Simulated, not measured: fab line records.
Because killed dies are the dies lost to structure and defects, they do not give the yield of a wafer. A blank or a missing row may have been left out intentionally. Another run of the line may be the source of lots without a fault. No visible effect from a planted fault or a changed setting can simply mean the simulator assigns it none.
Code-filled problem report in 8D (eight disciplines) form -- flow sky130 -- the parts of the form that need people (team, actions taken, sign-off) are left out

== 1. WHAT WENT WRONG ==
SD_N_RS at SKY_SD_N_RS_MEAS_16 reads a mean of 71.41 ohm/sq on 9 wafers of 3 lots; wafers without a fault read 68.67 ohm/sq with a standard deviation of 0.17. That is +16 standard deviations from the usual mean.
The step: measures by four-point-probe.
Seen first at day 32 22:28 on film-metro-03, wafer L720.1. At this step, 42 wafers from 14 lots have a number in the record. By rule, "out" or "out of limits" means more than 4 standard deviations away from the usual mean. The rest of the wafers with a number are treated as sound.

== 2. WHAT IT IS, WHAT IT ISN'T ==
question,is,is not
which readings at this step,SD_N_RS,-
which lots,"L720, L722, L724","L708, L709, L710, L711, L713, L714, L715, L717, L721, L723, L729"
which wafers of those lots,all that have a number,-
read on which gauges,"film-metro-01, film-metro-02, film-metro-03",-
when,from day 32 22:28,"up to then (24 sound wafers); but 9 sound wafers of L721, L723, L729 came after"

== 3. THE SUSPECTS, EACH WITH WHAT RULES IT OUT ==
Counting: a tool at a process step up to the reading stays a suspect if it ran every lot that is out and no sound lot after the first of them.
- the gauge at SKY_SD_N_RS_MEAS_16: ruled out. 3 gauges (film-metro-01, film-metro-02, film-metro-03) read the wafers that are out.
- rtp-anneal-02 at SKY_SD_N_RTA_14 (time 2 s): kept. It ran every lot that is out, first L720 (day 32 22:18), and no sound lot after that; its last sound lot up to then is L717 (day 31 12:55). Out on those wafers are its own readings of lamp-power-pct, wafer_temp_C_max.
Remaining after the count: rtp-anneal-02 at SKY_SD_N_RTA_14.

== 4. THE CAUSE (what the simulator had put in) ==
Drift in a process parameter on rtp-anneal-02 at SKY_SD_N_RTA_14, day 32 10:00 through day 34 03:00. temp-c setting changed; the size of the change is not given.
Only this tool survived the counting.

== 5. THE CHAIN OF EFFECTS, in route order ==
One row per reading whose mean, taken over the struck wafers that have a number, lies over 3 standard deviations from the usual. Only readings whose record carries a usual standard deviation are examined. hours: median over the lots of the time between each lot's start at the first step of this table that gives one and its start at this step. sigmas: the change, counted in usual standard deviations.
hours,step,reading,usual,on struck wafers,change,sigmas
0,SKY_SD_N_RTA_14,lamp-power-pct,15.74 %,15.43,-0.31,-6.1
0,SKY_SD_N_RTA_14,wafer_temp_C_max,1077.9,1060.5,-17.4,-16
0,SKY_SD_N_RS_MEAS_16,SD_N_RS,68.67 ohm/sq,71.41,+2.74,+16
4,SKY_SD_N_RS_MEAS_17,SD_P_RS,147.3 ohm/sq,163.3,+16.0,+33
It contains these process steps:
- SKY_SD_N_RTA_14: time 2 s.

== 6. HOW IT WOULD HAVE BEEN CAUGHT EARLIER ==
In this record the first reading out of limits at a measuring or inspecting step was taken at day 32 22:28, 12 hours after the fault began at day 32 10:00.
Tool's own readings at SKY_SD_N_RTA_14, lamp-power-pct, wafer_temp_C_max: out on all struck wafers the step has rows for; an alarm limit on them would have tripped on the first.
Among the 3 lots that are out, L722, L724 began SKY_SD_N_RTA_14 on rtp-anneal-02 after day 32 22:28. A hold on the tool at that time would have spared those 2.
